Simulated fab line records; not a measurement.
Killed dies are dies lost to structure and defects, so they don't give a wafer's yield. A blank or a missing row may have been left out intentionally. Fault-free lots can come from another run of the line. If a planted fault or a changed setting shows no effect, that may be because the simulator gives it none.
One fault seen from 2 desks ; flow sky130 ; every desk sees just its own numbers, and what lay behind them comes last

AT THE TOOL OWNER'S DESK: cmp-02
The tool's own readings at SKY_VIA3_CMP_24 (polishes, stops on SiO2, t overpolish 20 s, target thk 0 nm): means of the sampled wafers that have a number, for each lot that ran on this tool. Marked OUT: a lot whose mean sits more than 4 standard deviations from the usual mean, which makes it out of limits; the brackets give that distance.
Columns: A = motor_current_A at SKY_VIA3_CMP_24, usual 10.9 A; B = overpolish_run_s at SKY_VIA3_CMP_24, usual 20.001 s; C = retaining_ring_pressure_frac at SKY_VIA3_CMP_24, usual 1.000; D = time_to_endpoint_s at SKY_VIA3_CMP_24, usual 95 s
lot;first seen here;A;B;C;D
L597;day 39 15:35;11.2;20.007;1.003;96
L600;day 40 13:13;10.0;20.000;0.996;95
L601;day 41 11:23;10.8;20.004;0.999;97
L602;day 41 17:18;11.2;19.995;1.002;100
L605;day 42 10:45;10.0;19.996;1.006;98
L603;day 43 03:41;10.7;19.998;1.000;97
L609;day 43 12:44;9.8;19.984;0.995;98
L613;day 44 13:51;11.1;19.992;1.001;97
L614;day 44 21:17;11.3;20.001;1.007;92
L616;day 45 10:43;11.2;20.000;1.002;96
This desk's finding: nothing out of limits on any of the 10 lots.

AT THE METROLOGY DESK
What the gauges read for every lot (on any tool): the sampled wafers with a number, averaged. Marked OUT: a lot whose mean sits more than 4 standard deviations from the usual mean, which makes it out of limits; the brackets give that distance.
Columns: A = cd_nm at SKY_METAL4_CD_MEAS_13, usual 300.7 nm; B = VIA4_W_THK at SKY_VIA4_THK_MEAS_20, usual 518 nm
lot;first seen here;A;B
L597;day 41 17:12;300.4;519
L599;day 42 11:38;300.9;521
L600;day 42 14:10;298.1;524
L601;day 43 11:26;299.7;503
L602;day 43 15:04;300.2;509
L605;day 44 07:52;301.6;528
L603;day 45 00:34;302.4;508
L607;day 45 01:57;302.6;518
L609;day 45 09:46;300.2;521
L613;day 46 09:53;301.2;508
L614;day 46 15:18;303.2;528
L616;day 47 04:16;300.7;523
This desk's finding: nothing out of limits on any of the 12 lots.

ALL TOGETHER
Nothing out of limits was seen by the tool owner's desk.
Metrology desk: nothing out of limits seen.

WHAT THE SIMULATOR HAD PUT IN
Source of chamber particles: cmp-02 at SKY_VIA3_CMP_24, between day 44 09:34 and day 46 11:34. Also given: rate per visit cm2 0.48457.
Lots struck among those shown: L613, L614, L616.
